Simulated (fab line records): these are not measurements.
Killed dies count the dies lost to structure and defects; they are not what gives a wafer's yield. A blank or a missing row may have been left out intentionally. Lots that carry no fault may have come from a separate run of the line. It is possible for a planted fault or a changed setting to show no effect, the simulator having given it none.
One fault seen from 2 desks + flow sky130 + only its own numbers are on each desk; what lay behind them is given at the end

== AT THE METROLOGY DESK ==
What the gauges read, lot by lot, whatever tool the lot ran on: means of the sampled wafers that have a number. Marked OUT: a lot whose mean sits more than 4 standard deviations from the usual mean, which makes it out of limits; the brackets give that distance.
Columns: A = METAL2_ALCU_RS at SKY_METAL2_RS_MEAS_05, usual 0.1272 ohm/sq; B = METAL2_ALCU_THK at SKY_METAL2_THK_MEAS_06, usual 246 nm; C = cd-nm at SKY_METAL2_CD_MEAS_15, usual 140.3 nm; D = METAL2_OVL at SKY_METAL2_OVL_MEAS_16, usual 0 nm
| lot  | first seen here | A      | B   | C     | D  |
|------|-----------------|--------|-----|-------|----|
| L535 | day 36 00:29    | 0.1259 | 248 | 139.4 | -2 |
| L540 | day 37 06:55    | 0.1277 | 245 | 142.0 | -4 |
| L541 | day 37 10:26    | 0.1272 | 246 | 137.3 | 2  |
| L545 | day 38 15:27    | 0.1272 | 244 | 135.0 | 1  |
| L549 | day 40 01:38    | 0.1279 | 245 | 139.5 | -4 |
| L553 | day 40 21:10    | 0.1284 | 244 | 141.4 | 1  |
This desk's finding: nothing out of limits on any of the 6 lots.

== DESK OF THE TOOL OWNER: krf-scanner-01 ==
The tool's own readings at SKY_METAL2_EXPOSE_12 (exposes mask MM2, target cd 140 nm): means of the sampled wafers that have a number, for each lot that ran on this tool. Marked OUT: a lot whose mean sits more than 4 standard deviations from the usual mean, which makes it out of limits; the brackets give that distance.
Columns: A = exposure-dose-mJ-cm2 at SKY_METAL2_EXPOSE_12, usual 28.005
| lot  | first seen here | A                |
|------|-----------------|------------------|
| L540 | day 37 19:32    | 28.020           |
| L541 | day 37 23:02    | 28.572 (+20) OUT |
| L545 | day 39 04:16    | 28.472 (+16) OUT |
This desk finds L541, L545 out of limits, L541 being first, at day 37 23:02 (exposure-dose-mJ-cm2 at SKY_METAL2_EXPOSE_12). In limits: L540.

== PUT TOGETHER ==
An alarm could have come from the tool owner's desk at day 37 23:02, on L541, L545.
Nothing out of limits was seen by the metrology desk.
The metrology desk holds a record of L541, L545, inside its limits.
SKY_METAL2_EXPOSE_12 was run on krf-scanner-01 by each of the lots named.

== WHAT THE SIMULATOR HAD INSERTED ==
Drift in process parameters on krf-scanner-01 at SKY_METAL2_EXPOSE_12, starting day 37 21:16. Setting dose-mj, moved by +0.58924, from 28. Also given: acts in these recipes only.
Struck lots among those shown: L541, L545.
Time in hours from fault onset to the first out-of-limits reading at each desk: the tool owner's desk, 2.
